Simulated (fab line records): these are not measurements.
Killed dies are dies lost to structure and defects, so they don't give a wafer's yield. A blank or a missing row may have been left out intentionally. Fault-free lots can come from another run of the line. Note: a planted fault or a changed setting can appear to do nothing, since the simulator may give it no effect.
fab line records	flow sky130
record: lots: 13	wafers: 39	last-day: 50
route steps=708 shown VT_ADJUST_PCH@152 SONOS_TUNNEL@161 RES_PROTECT@209 PAD_OPEN@708
lots that met no fault: taken from a fault-free run of the same line
start-h: hours from the record's first day to the start of the lot's first wafer shown	wait-h: time in hours since the lot's previous step	" the same as in the row above	L1.1+2: a single row standing in for several wafers	- either no value or no given start	* or withheld: withheld	< > ~ a bound
route shown NAME@n: NAME is a module with steps in the file, n the number in the route of the first one	usual: mean/standard deviation taken from wafers without a fault	same: alike in all rows	chamber/n: place in a boat	sites: per-site readings	_std_site: their standard deviation	_edge_site: outer sites' mean less inner sites'	radius-mm: for every site, how far away it sits from the centre of the wafer	mask NAME#n: copy n	behind: tool/chamber where the wafer was last shaped	hold: reason for holding the lot/hours on hold/outcome of the hold	device: whichever transistor did not switch (one of n, p or np)	end of line: tests run on the same wafers once the route is complete	for a step that has no rows: nothing shown but its recipe	killed: dies lost to structure and defects at the first sort, not the wafer's yield	map: a wafer's dies, x killed, . not, _ none there
set.NAME: the setting that was run; set.NAME@STEP: the one run at that earlier step	model.NAME: the simulator's own value behind a step, which no gauge read
steps of the route over a sample of lots; a table a step, a row a wafer
services: a tool's chamber out of use, with start hour (start-h, from the record's first day; less than 0 if before it), hours out, and reason
== steps ==
step: SKY_VT_ADJUST_PCH_STRIP_09
recipe: chemistry: O2/N2	power-w: 1400	pressure-mtorr: 1500	platen-temp-c: withheld	o2-flow-sccm: 3000	n2-flow-sccm: 300	overash-fraction: 0.5
usual: drypump-motor-current-A: 5.6/0.56	oes-product-au: 0.723/0.0044	strip-time-to-endpoint-s: 36.96/0.1
lot.wafer	tool	chamber	start-h	wait-h	drypump-motor-current-A	oes-product-au	rf-hours-counter-h	strip-time-to-endpoint-s
L254.2	plasma-asher-03	1	220.50	0.1	5.8	0.718	40	36.85
L254.3	"	1	"	"	5.8	0.730	-	37.01
L254.6	"	0	"	"	5.0	0.725	-	36.86
L255.1	plasma-asher-04	0	234.20	0.1	5.1	0.723	11	37.09
L255.3	"	0	"	"	5.2	0.713	-	37.02
L255.6	"	1	"	"	5.1	0.727	-	37.06
L257.1	plasma-asher-04	1	248.41	0.1	5.1	0.718	13	36.97
L257.4	"	0	"	"	5.1	0.720	-	36.98
L257.5	"	1	"	"	5.1	0.721	-	36.92
L258.3	plasma-asher-03	0	251.22	0.1	5.0	0.723	-	36.79
L258.4	"	1	"	"	5.9	0.721	-	36.81
L258.6	"	1	"	"	5.8	0.735	-	36.94
L259.1	plasma-asher-04	0	263.76	0.1	5.1	0.727	14	36.98
L259.5	"	1	"	"	5.1	0.725	-	37.03
L259.6	"	0	"	"	5.1	0.726	-	36.99
L262.1	plasma-asher-03	0	282.86	0.1	5.0	0.727	47	36.84
L262.2	"	1	"	"	5.8	0.727	47	36.80
L262.3	"	0	"	"	5.0	0.724	-	37.02
L265.3	plasma-asher-02	1	309.14	0.1	6.3	0.734	-	36.94
L265.4	"	0	"	"	6.4	0.724	-	36.81
L265.5	"	1	"	"	6.3	0.721	-	36.84
L271.4	plasma-asher-03	0	365.52	0.1	5.0	0.729	-	37.03
L271.5	"	1	"	"	5.8	0.724	-	36.98
L271.6	"	0	"	"	5.0	0.722	-	37.02
L272.2	plasma-asher-02	0	372.31	0.1	6.4	0.720	70	36.97
L272.3	"	0	"	"	6.4	0.714	-	37.06
L272.5	"	0	"	"	6.4	0.719	-	36.93
L273.1	plasma-asher-04	1	372.66	0.1	5.1	0.724	24	36.90
L273.3	"	0	"	"	5.1	0.727	-	37.02
L273.5	"	1	"	"	5.1	0.720	-	36.84
L275.2	plasma-asher-02	1	390.85	0.1	6.3	0.720	72	36.94
L275.3	"	1	"	"	6.3	0.723	-	36.90
L275.5	"	0	"	"	6.4	0.726	-	36.95
L276.2	plasma-asher-03	0	393.15	0.1	5.0	0.722	58	37.09
L276.3	"	1	"	"	5.8	0.718	-	36.97
L276.5	"	1	"	"	5.8	0.720	-	37.13
L277.2	plasma-asher-04	0	402.35	0.1	5.1	0.719	26	37.04
L277.3	"	1	"	"	5.1	0.723	-	36.99
L277.4	"	0	"	"	5.1	0.720	-	36.98
step: SKY_SONOS_TUNNEL_CD_MEAS_07
recipe: target-cd-nm: 410
usual: cd-nm: 410.0/1.8
lot.wafer	tool	chamber	start-h	wait-h	cd-nm
L254.2	cd-sem-02	-	242.84	0.1	407.6
L254.3	"	-	"	"	409.2
L254.6	"	-	"	"	407.0
L255.1	cd-sem-02	-	258.02	0.1	407.0
L255.3	"	-	"	"	407.6
L255.6	"	-	"	"	408.8
L257.1	cd-sem-01	-	272.82	0.1	410.9
L257.4	"	-	"	"	412.0
L257.5	"	-	"	"	412.1
L258.3	cd-sem-01	-	275.59	0.1	412.6
L258.4	"	-	"	"	410.3
L258.6	"	-	"	"	410.4
L259.1	cd-sem-01	-	288.55	0.1	408.0
L259.5	"	-	"	"	406.9
L259.6	"	-	"	"	405.5
L262.1	cd-sem-01	-	308.89	0.1	411.6
L262.2	"	-	"	"	412.7
L262.3	"	-	"	"	413.1
L265.3	cd-sem-01	-	335.41	0.1	410.2
L265.4	"	-	"	"	410.2
L265.5	"	-	"	"	410.1
L271.4	cd-sem-01	-	393.21	0.1	410.8
L271.5	"	-	"	"	411.1
L271.6	"	-	"	"	411.2
L272.2	cd-sem-02	-	400.96	0.1	408.2
L272.3	"	-	"	"	409.6
L272.5	"	-	"	"	409.7
L273.1	cd-sem-02	-	401.23	0.1	409.0
L273.3	"	-	"	"	407.3
L273.5	"	-	"	"	408.8
L275.2	cd-sem-02	-	420.75	0.1	409.0
L275.3	"	-	"	"	408.7
L275.5	"	-	"	"	410.2
L276.2	cd-sem-02	-	422.85	0.1	411.9
L276.3	"	-	"	"	409.8
L276.5	"	-	"	"	411.5
L277.2	cd-sem-01	-	433.02	0.1	412.2
L277.3	"	-	"	"	411.1
L277.4	"	-	"	"	412.0
step: SKY_SONOS_TUNNEL_OVL_MEAS_08
usual: SONOS_TUNNEL_OVL: 0.7/1.2
lot.wafer	tool	chamber	start-h	wait-h	SONOS_TUNNEL_OVL[nm]
L254.2	overlay-01	-	242.95	0.1	1.0
L254.3	"	-	"	"	0.1
L254.6	"	-	"	"	-0.2
L255.1	overlay-01	-	258.14	0.1	0.2
L255.3	"	-	"	"	-1.3
L255.6	"	-	"	"	0.9
L257.1	overlay-01	-	272.94	0.1	1.4
L257.4	"	-	"	"	-0.8
L257.5	"	-	"	"	-0.1
L258.3	overlay-01	-	275.68	0.1	0.8
L258.4	"	-	"	"	1.4
L258.6	"	-	"	"	1.4
L259.1	overlay-01	-	288.67	0.1	-0.3
L259.5	"	-	"	"	-0.6
L259.6	"	-	"	"	-0.4
L262.1	overlay-01	-	309.01	0.1	1.8
L262.2	"	-	"	"	-1.0
L262.3	"	-	"	"	0.4
L265.3	overlay-01	-	335.51	0.1	0.8
L265.4	"	-	"	"	1.6
L265.5	"	-	"	"	1.8
L271.4	overlay-02	-	393.29	0.1	1.9
L271.5	"	-	"	"	-0.2
L271.6	"	-	"	"	0.9
L272.2	overlay-01	-	401.06	0.1	0.2
L272.3	"	-	"	"	2.4
L272.5	"	-	"	"	0.4
L273.1	overlay-02	-	401.35	0.1	4.4
L273.3	"	-	"	"	0.7
L273.5	"	-	"	"	0.1
L275.2	overlay-01	-	420.86	0.1	-0.5
L275.3	"	-	"	"	-1.0
L275.5	"	-	"	"	-1.5
L276.2	overlay-01	-	422.96	0.1	1.7
L276.3	"	-	"	"	1.0
L276.5	"	-	"	"	0.0
L277.2	overlay-02	-	433.12	0.1	-1.6
L277.3	"	-	"	"	-1.6
L277.4	"	-	"	"	-0.1
step: SKY_RES_PROTECT_SOFTBAKE_03
recipe: temp-c: 90	time-s: 60	resist: NOVOLAK
usual: chill-plate-temp-C: 23.00/0.1	heater-power-total-W: 56.60/0.044	run-length-s: 89.16/0.13
lot.wafer	tool	chamber	start-h	wait-h	chill-plate-temp-C	heater-power-total-W	run-length-s
L254.2	litho-track-02	0	318.52	0.1	23.03	56.54	89.13
L254.3	"	0	"	"	23.05	56.52	89.05
L254.6	"	0	"	"	22.94	56.66	89.02
L255.1	litho-track-03	0	333.37	0.1	23.11	56.60	89.13
L255.3	"	0	"	"	23.06	56.61	89.02
L255.6	"	0	"	"	23.21	56.61	89.11
L257.1	litho-track-02	0	354.05	0.1	23.04	56.59	89.13
L257.4	"	0	"	"	22.81	56.62	89.24
L257.5	"	0	"	"	23.03	56.67	89.11
L258.3	litho-track-03	0	359.32	0.1	23.27	56.63	88.96
L258.4	"	0	"	"	23.04	56.54	88.96
L258.6	"	0	"	"	23.32	56.65	89.14
L259.1	litho-track-02	0	366.35	0.1	23.01	56.57	89.01
L259.5	"	0	"	"	22.89	56.59	89.13
L259.6	"	0	"	"	22.86	56.61	89.30
L262.1	litho-track-02	0	391.60	0.1	22.69	58.43	83.67
L262.2	"	0	"	"	22.83	58.32	83.56
L262.3	"	0	"	"	22.94	58.39	83.61
L265.3	litho-track-02	0	424.20	0.1	23.01	58.42	83.88
L265.4	"	0	"	"	23.04	58.46	83.56
L265.5	"	0	"	"	23.15	58.33	83.67
L271.4	litho-track-03	0	481.40	0.1	22.96	56.59	88.96
L271.5	"	0	"	"	22.97	56.57	89.09
L271.6	"	0	"	"	22.92	56.56	88.99
L273.1	litho-track-03	0	488.37	0.1	22.98	56.62	89.10
L273.3	"	0	"	"	23.05	56.60	88.98
L273.5	"	0	"	"	22.97	56.64	89.01
L272.2	litho-track-02	0	489.72	0.1	23.09	56.56	89.01
L272.3	"	0	"	"	22.94	56.63	89.03
L272.5	"	0	"	"	23.09	56.55	89.16
L275.2	litho-track-02	0	510.17	0.1	22.91	56.52	89.04
L275.3	"	0	"	"	22.96	56.59	89.14
L275.5	"	0	"	"	22.92	56.61	89.07
L276.2	litho-track-02	0	513.27	0.1	23.11	56.61	89.15
L276.3	"	0	"	"	23.01	56.62	89.06
L276.5	"	0	"	"	23.09	56.66	89.02
L277.2	litho-track-01	0	523.09	0.1	22.85	56.64	89.51
L277.3	"	0	"	"	23.06	56.57	89.19
L277.4	"	0	"	"	23.02	56.55	89.42
step: SKY_PAD_OPEN_PROBE_99
usual: killed_at_M0_to_M3: 43/7.4	killed_at_M4_up: 3.1/1.9	killed-at-contacts: 25/5.4	killed-at-front-end: 15/4.3	killed-at-other: 0.3/0.54	killed-dies: 86/10	killed-open: 46/7.4	killed-short: 40/7
same: gross-dies: 492	killed-at-back-side: 0
lot.wafer	tool	chamber	start-h	wait-h	killed_at_M0_to_M3	killed_at_M4_up	killed-at-contacts	killed-at-front-end	killed-at-other	killed-dies	killed-open	killed-short
L254.2	prober-01	-	1071.50	0.1	44	2	24	18	0	88	46	40
L254.3	prober-01	-	1071.55	0.2	51	1	27	23	1	103	47	54
L254.6	prober-01	-	1071.70	0.2	51	6	19	18	0	94	43	51
L255.1	prober-02	-	1080.63	0.1	48	2	23	12	0	85	43	42
L255.3	prober-02	-	1080.73	0.2	49	5	20	19	0	93	54	38
L255.6	prober-02	-	1080.88	0.2	48	6	27	17	0	98	57	40
L257.1	prober-02	-	1097.80	0.1	44	4	29	12	0	89	43	46
L257.4	prober-02	-	1097.95	0.2	52	0	36	12	0	100	60	40
L257.5	prober-02	-	1098.00	0.2	48	5	19	11	0	83	39	44
L258.3	prober-01	-	1104.36	0.2	42	3	22	23	1	91	41	48
L258.4	prober-01	-	1104.41	0.2	45	3	27	18	0	93	49	43
L258.6	prober-01	-	1104.51	0.2	43	4	23	19	0	89	47	42
L259.1	prober-02	-	1105.35	0.1	45	2	19	20	0	86	36	50
L259.5	prober-02	-	1105.55	0.2	53	3	31	15	0	102	57	45
L259.6	prober-02	-	1105.60	0.2	37	4	22	13	0	76	38	38
L262.1	prober-01	-	1121.42	0.1	38	8	26	11	0	83	44	39
L262.2	prober-01	-	1121.47	0.1	50	4	23	17	0	94	44	50
L262.3	prober-01	-	1121.52	0.2	36	3	20	11	0	70	45	24
L265.3	prober-02	-	1148.23	0.2	37	2	28	15	0	82	56	25
L265.4	prober-02	-	1148.28	0.2	40	4	20	17	0	81	49	31
L265.5	prober-02	-	1148.33	0.2	36	5	25	12	0	78	42	36
L271.4	prober-02	-	1187.67	0.2	40	2	29	24	0	95	58	37
L271.5	prober-02	-	1187.72	0.2	43	1	22	17	0	83	44	39
L271.6	prober-02	-	1187.77	0.2	46	1	24	14	0	85	48	37
L272.2	prober-01	-	1189.67	0.1	40	4	18	18	2	82	41	40
L272.3	prober-01	-	1189.72	0.2	40	0	26	7	0	73	44	29
L272.5	prober-01	-	1189.82	0.2	38	3	15	19	1	76	41	34
L273.1	prober-02	-	1189.70	0.1	33	2	22	14	0	71	28	42
L273.3	prober-02	-	1189.80	0.2	42	5	18	17	0	82	47	34
L273.5	prober-02	-	1189.90	0.2	40	4	24	13	0	81	46	35
L275.2	prober-02	-	1194.04	0.1	39	2	22	10	0	73	46	27
L275.3	prober-02	-	1194.09	0.2	39	2	22	15	0	78	44	34
L275.5	prober-02	-	1194.19	0.2	47	3	21	22	0	93	45	48
L276.2	prober-01	-	1197.45	0.1	33	0	28	12	0	73	42	30
L276.3	prober-01	-	1197.50	0.2	40	2	29	9	0	80	41	38
L276.5	prober-01	-	1197.60	0.2	48	5	14	15	0	82	41	38
L277.2	prober-02	-	1204.09	0.1	50	7	17	10	0	84	42	42
L277.3	prober-02	-	1204.14	0.2	42	4	15	9	1	71	36	35
L277.4	prober-02	-	1204.19	0.2	52	3	14	13	1	83	43	40
killed by level:class
L254.2 CONTACT:geometric-particle:short=8 METAL2:geometric-particle:short=8 CONTACT:geometric-particle:open=8 VIA3:geometric-particle:open=8 FIELD_ISO:geometric-particle:open=7 VIA1:geometric-particle:open=6 FIELD_ISO:geometric-particle:short=5 METAL1:geometric-particle:short=5
L254.3 VIA1:geometric-particle:open=9 CONTACT:geometric-particle:open=8 FIELD_ISO:geometric-particle:short=7 METAL2:geometric-particle:short=7 CONTACT:geometric-particle:short=7 METAL1:geometric-particle:short=6 VIA2:geometric-particle:open=6 METAL3:geometric-particle:short=6
L254.6 VIA1:geometric-particle:open=13 METAL2:geometric-particle:short=9 FIELD_ISO:geometric-particle:open=8 CONTACT:geometric-particle:open=8 FIELD_ISO:geometric-particle:short=6 METAL1:geometric-particle:short=6 VIA1:geometric-particle:short=6 CONTACT:geometric-particle:short=5
L255.1 VIA1:geometric-particle:short=9 VIA1:geometric-particle:open=8 VIA3:geometric-particle:open=8 CONTACT:geometric-particle:open=7 LI_CONTACT:geometric-particle:open=6 METAL2:geometric-particle:short=5 LOCAL_INTERCONNECT:geometric-particle:short=4 VIA2:geometric-particle:open=4
L255.3 VIA1:geometric-particle:open=11 CONTACT:geometric-particle:open=10 VIA3:geometric-particle:open=9 VIA2:geometric-particle:open=8 VIA3:geometric-particle:short=7 LI_CONTACT:geometric-particle:open=6 VIA1:geometric-particle:short=6 FIELD_ISO:geometric-particle:short=5
L255.6 VIA1:geometric-particle:open=12 CONTACT:geometric-particle:open=10 LI_CONTACT:geometric-particle:open=9 FIELD_ISO:geometric-particle:open=7 VIA2:geometric-particle:open=7 METAL1:geometric-particle:short=7 FIELD_ISO:geometric-particle:short=4 LOCAL_INTERCONNECT:geometric-particle:short=4
L257.1 VIA1:geometric-particle:open=16 VIA1:geometric-particle:short=8 LI_CONTACT:geometric-particle:open=7 CONTACT:geometric-particle:short=7 LOCAL_INTERCONNECT:geometric-particle:short=6 METAL1:geometric-particle:short=6 CONTACT:geometric-particle:open=5 FIELD_ISO:geometric-particle:open=4
L257.4 CONTACT:geometric-particle:open=17 VIA1:geometric-particle:open=14 CONTACT:geometric-particle:short=9 VIA2:geometric-particle:open=7 VIA3:geometric-particle:open=7 LI_CONTACT:geometric-particle:open=6 VIA1:geometric-particle:short=6 POLY_GATE:geometric-particle:short=5
L257.5 VIA1:geometric-particle:open=14 CONTACT:geometric-particle:open=8 METAL2:geometric-particle:short=8 METAL1:geometric-particle:short=6 VIA3:geometric-particle:short=5 FIELD_ISO:geometric-particle:open=4 LI_CONTACT:geometric-particle:short=3 LOCAL_INTERCONNECT:geometric-particle:short=3
L258.3 LI_CONTACT:geometric-particle:open=7 METAL2:geometric-particle:short=7 FIELD_ISO:geometric-particle:short=6 VIA1:geometric-particle:short=6 FIELD_ISO:geometric-particle:open=5 CONTACT:geometric-particle:short=5 CONTACT:geometric-particle:open=5 VIA2:geometric-particle:open=5
L258.4 CONTACT:geometric-particle:open=11 VIA2:geometric-particle:open=7 VIA1:geometric-particle:open=7 METAL2:geometric-particle:short=7 FIELD_ISO:geometric-particle:open=6 FIELD_ISO:geometric-particle:short=5 LI_CONTACT:geometric-particle:open=5 CONTACT:geometric-particle:short=4
L258.6 VIA1:geometric-particle:open=11 VIA3:geometric-particle:open=9 LOCAL_INTERCONNECT:geometric-particle:short=7 METAL1:geometric-particle:short=6 METAL2:geometric-particle:short=6 CONTACT:geometric-particle:open=6 CONTACT:geometric-particle:short=5 SPACER:geometric-particle:open=4
L259.1 VIA1:geometric-particle:open=10 FIELD_ISO:geometric-particle:short=7 VIA1:geometric-particle:short=7 LI_CONTACT:geometric-particle:open=6 METAL3:geometric-particle:short=6 METAL2:geometric-particle:short=5 CONTACT:geometric-particle:short=4 METAL1:geometric-particle:short=4
L259.5 CONTACT:geometric-particle:open=9 METAL1:geometric-particle:short=9 VIA3:geometric-particle:open=9 LI_CONTACT:geometric-particle:open=8 VIA2:geometric-particle:open=8 VIA1:geometric-particle:open=7 LOCAL_INTERCONNECT:geometric-particle:short=6 FIELD_ISO:geometric-particle:open=5
L259.6 VIA1:geometric-particle:open=9 LOCAL_INTERCONNECT:geometric-particle:short=6 VIA2:geometric-particle:open=6 FIELD_ISO:geometric-particle:short=5 LI_CONTACT:geometric-particle:short=4 LI_CONTACT:geometric-particle:open=4 CONTACT:geometric-particle:open=4 CONTACT:geometric-particle:short=4
L262.1 LI_CONTACT:geometric-particle:open=9 VIA1:geometric-particle:open=7 VIA3:geometric-particle:open=7 METAL1:geometric-particle:short=6 VIA2:geometric-particle:open=6 METAL4:geometric-particle:short=5 CONTACT:geometric-particle:open=5 LI_CONTACT:geometric-particle:short=4
L262.2 VIA1:geometric-particle:open=11 FIELD_ISO:geometric-particle:short=9 CONTACT:geometric-particle:open=7 VIA1:geometric-particle:short=7 METAL2:geometric-particle:short=6 METAL1:geometric-particle:short=6 VIA2:geometric-particle:open=6 LOCAL_INTERCONNECT:geometric-particle:short=5
L262.3 VIA1:geometric-particle:open=12 LI_CONTACT:geometric-particle:open=7 CONTACT:geometric-particle:open=7 VIA1:geometric-particle:short=5 METAL2:geometric-particle:short=4 VIA3:geometric-particle:open=4 FIELD_ISO:geometric-particle:open=3 VIA2:geometric-particle:open=3
L265.3 VIA1:geometric-particle:open=14 LI_CONTACT:geometric-particle:open=11 CONTACT:geometric-particle:open=9 CONTACT:geometric-particle:short=6 VIA2:geometric-particle:open=5 VIA3:geometric-particle:open=4 METAL2:geometric-particle:short=4 FIELD_ISO:geometric-particle:open=3
L265.4 VIA1:geometric-particle:open=10 LI_CONTACT:geometric-particle:open=8 VIA2:geometric-particle:open=8 VIA3:geometric-particle:open=7 POLY_GATE:geometric-particle:short=6 CONTACT:geometric-particle:open=6 METAL1:geometric-particle:short=4 VIA2:geometric-particle:short=4
L265.5 LI_CONTACT:geometric-particle:open=8 VIA2:geometric-particle:open=8 VIA1:geometric-particle:short=7 VIA3:geometric-particle:open=6 METAL4:geometric-particle:short=5 CONTACT:geometric-particle:open=5 VIA1:geometric-particle:open=5 CONTACT:geometric-particle:short=4
L271.4 POLY_GATE:geometric-particle:open=11 LI_CONTACT:geometric-particle:open=11 CONTACT:geometric-particle:open=10 VIA1:geometric-particle:open=10 METAL2:geometric-particle:short=8 VIA3:geometric-particle:open=8 POLY_GATE:geometric-particle:short=4 FIELD_ISO:geometric-particle:open=3
L271.5 VIA1:geometric-particle:open=13 POLY_GATE:geometric-particle:short=10 LI_CONTACT:geometric-particle:open=9 METAL2:geometric-particle:short=7 VIA3:geometric-particle:open=6 VIA2:geometric-particle:open=5 LI_CONTACT:geometric-particle:short=5 CONTACT:geometric-particle:short=4
L271.6 VIA1:geometric-particle:open=13 CONTACT:geometric-particle:open=9 VIA2:geometric-particle:open=8 VIA3:geometric-particle:open=6 FIELD_ISO:geometric-particle:short=5 LI_CONTACT:geometric-particle:open=5 LOCAL_INTERCONNECT:geometric-particle:short=5 METAL2:geometric-particle:short=5
L272.2 VIA3:geometric-particle:open=10 LI_CONTACT:geometric-particle:open=7 POLY_GATE:geometric-particle:short=5 METAL1:geometric-particle:short=5 METAL2:geometric-particle:short=5 VIA3:geometric-particle:short=4 LI_CONTACT:geometric-particle:short=4 VIA2:geometric-particle:open=4
L273.1 METAL2:geometric-particle:short=7 METAL3:geometric-particle:short=6 LOCAL_INTERCONNECT:geometric-particle:short=5 CONTACT:geometric-particle:open=5 VIA1:geometric-particle:open=5 CONTACT:geometric-particle:short=4 LI_CONTACT:geometric-particle:short=4 LI_CONTACT:geometric-particle:open=4
L272.3 LI_CONTACT:geometric-particle:open=13 VIA1:geometric-particle:open=9 VIA1:geometric-particle:short=9 CONTACT:geometric-particle:open=6 VIA3:geometric-particle:open=5 LOCAL_INTERCONNECT:geometric-particle:short=3 VIA2:geometric-particle:open=3 METAL2:geometric-particle:short=3
L273.3 VIA1:geometric-particle:open=16 CONTACT:geometric-particle:open=7 VIA3:geometric-particle:open=6 FIELD_ISO:geometric-particle:short=5 FIELD_ISO:geometric-particle:open=5 LOCAL_INTERCONNECT:geometric-particle:short=5 METAL2:geometric-particle:short=5 METAL4:geometric-particle:short=5
L272.5 LI_CONTACT:geometric-particle:open=9 VIA2:geometric-particle:open=7 FIELD_ISO:geometric-particle:short=6 VIA1:geometric-particle:open=6 VIA3:geometric-particle:open=6 POLY_GATE:geometric-particle:short=5 METAL3:geometric-particle:short=5 FIELD_ISO:geometric-particle:open=4
L273.5 VIA1:geometric-particle:open=11 LI_CONTACT:geometric-particle:open=7 CONTACT:geometric-particle:open=7 METAL2:geometric-particle:short=6 VIA3:geometric-particle:open=6 VIA2:geometric-particle:open=5 FIELD_ISO:geometric-particle:open=4 LOCAL_INTERCONNECT:geometric-particle:short=4
L275.2 CONTACT:geometric-particle:open=12 VIA1:geometric-particle:open=11 VIA2:geometric-particle:open=9 METAL1:geometric-particle:short=6 POLY_GATE:geometric-particle:short=4 CONTACT:geometric-particle:short=4 VIA3:geometric-particle:open=4 FIELD_ISO:geometric-particle:short=3
L275.3 CONTACT:geometric-particle:open=9 VIA1:geometric-particle:open=8 VIA1:geometric-particle:short=6 VIA2:geometric-particle:open=6 CONTACT:geometric-particle:short=5 METAL1:geometric-particle:short=4 VIA3:geometric-particle:open=4 FIELD_ISO:geometric-particle:open=3
L275.5 METAL1:geometric-particle:short=11 VIA1:geometric-particle:open=8 LI_CONTACT:geometric-particle:open=7 VIA3:geometric-particle:open=7 CONTACT:geometric-particle:short=6 FIELD_ISO:geometric-particle:short=5 VIA2:geometric-particle:open=5 POLY_GATE:geometric-particle:open=4
L276.2 CONTACT:geometric-particle:open=10 LI_CONTACT:geometric-particle:open=8 VIA1:geometric-particle:open=8 CONTACT:geometric-particle:short=5 METAL2:geometric-particle:short=5 POLY_GATE:geometric-particle:short=3 POLY_GATE:geometric-particle:open=3 LOCAL_INTERCONNECT:geometric-particle:short=3
L276.3 CONTACT:geometric-particle:open=9 LI_CONTACT:geometric-particle:open=9 VIA2:geometric-particle:open=6 LOCAL_INTERCONNECT:geometric-particle:short=6 METAL1:geometric-particle:short=6 VIA1:geometric-particle:open=6 VIA1:geometric-particle:short=6 METAL2:geometric-particle:short=4
L276.5 VIA1:geometric-particle:open=11 LI_CONTACT:geometric-particle:open=7 METAL1:geometric-particle:short=6 VIA1:geometric-particle:short=5 METAL2:geometric-particle:short=5 VIA2:geometric-particle:open=5 FIELD_ISO:geometric-particle:open=4 CONTACT:geometric-particle:short=4
L277.2 VIA1:geometric-particle:open=8 VIA2:geometric-particle:open=8 CONTACT:geometric-particle:open=7 VIA3:geometric-particle:open=6 METAL1:geometric-particle:short=6 METAL4:geometric-particle:short=6 VIA2:geometric-particle:short=5 VIA3:geometric-particle:short=5
L277.3 VIA1:geometric-particle:open=11 CONTACT:geometric-particle:open=9 METAL1:geometric-particle:short=7 VIA2:geometric-particle:open=5 VIA1:geometric-particle:short=4 VIA2:geometric-particle:short=4 METAL2:geometric-particle:short=3 VIA3:geometric-particle:open=3
L277.4 VIA1:geometric-particle:open=11 METAL1:geometric-particle:short=7 VIA1:geometric-particle:short=7 LI_CONTACT:geometric-particle:open=6 CONTACT:geometric-particle:open=6 METAL2:geometric-particle:short=5 VIA2:geometric-particle:short=5 VIA3:geometric-particle:open=5
== services ==
tool	chamber	start-h	hours	kind
plasma-asher-03	-	229.82	0.3	repair
plasma-asher-03	-	252.71	2.8	pm
plasma-asher-04	-	277.87	0.9	repair
plasma-asher-04	-	278.74	14.6	pm
plasma-asher-04	-	328.04	3.7	repair
plasma-asher-02	-	356.06	0.8	repair
plasma-asher-04	-	378.68	2.8	pm
plasma-asher-02	-	421.25	9.0	pm
plasma-asher-02	0	421.25	9.0	vent-cycle
plasma-asher-02	1	421.25	9.0	vent-cycle
plasma-asher-02	0	430.25	-	clean
plasma-asher-02	1	430.25	-	clean
plasma-asher-03	-	501.87	4.3	repair
== key ==
first-sign: step: SKY_RES_PROTECT_SOFTBAKE_03	reading: run-length-s	direction: down	sigmas: 41	usual: *	struck: *
effect: step: SKY_RES_PROTECT_SOFTBAKE_03	reading: heater-power-total-W	direction: up	sigmas: 41	usual: *	struck: *
met-at SKY_RES_PROTECT_SOFTBAKE_03
struck-lots L262,L265
tester-left-out L262,L265
not-acting-at SKY_VT_ADJUST_PCH_STRIP_09,SKY_SONOS_TUNNEL_CD_MEAS_07,SKY_SONOS_TUNNEL_OVL_MEAS_08
onset-between 366.35 391.60
fault: kind: process-parameter-drift	tool: litho-track-02	chamber: -	onset-h: 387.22	steps: SKY_RES_PROTECT_SOFTBAKE_03	channel: time-s	offset: *	shape: step	end-h: 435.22	acts-in: *	stated: *
tester-left-out: of these lots the tester's yield and bins aren't shown, on N5 and GAA mostly nor the transistor test; their killed dies are dies lost to structure and defects alone, not to doping, threshold or leakage, so they don't give the yield
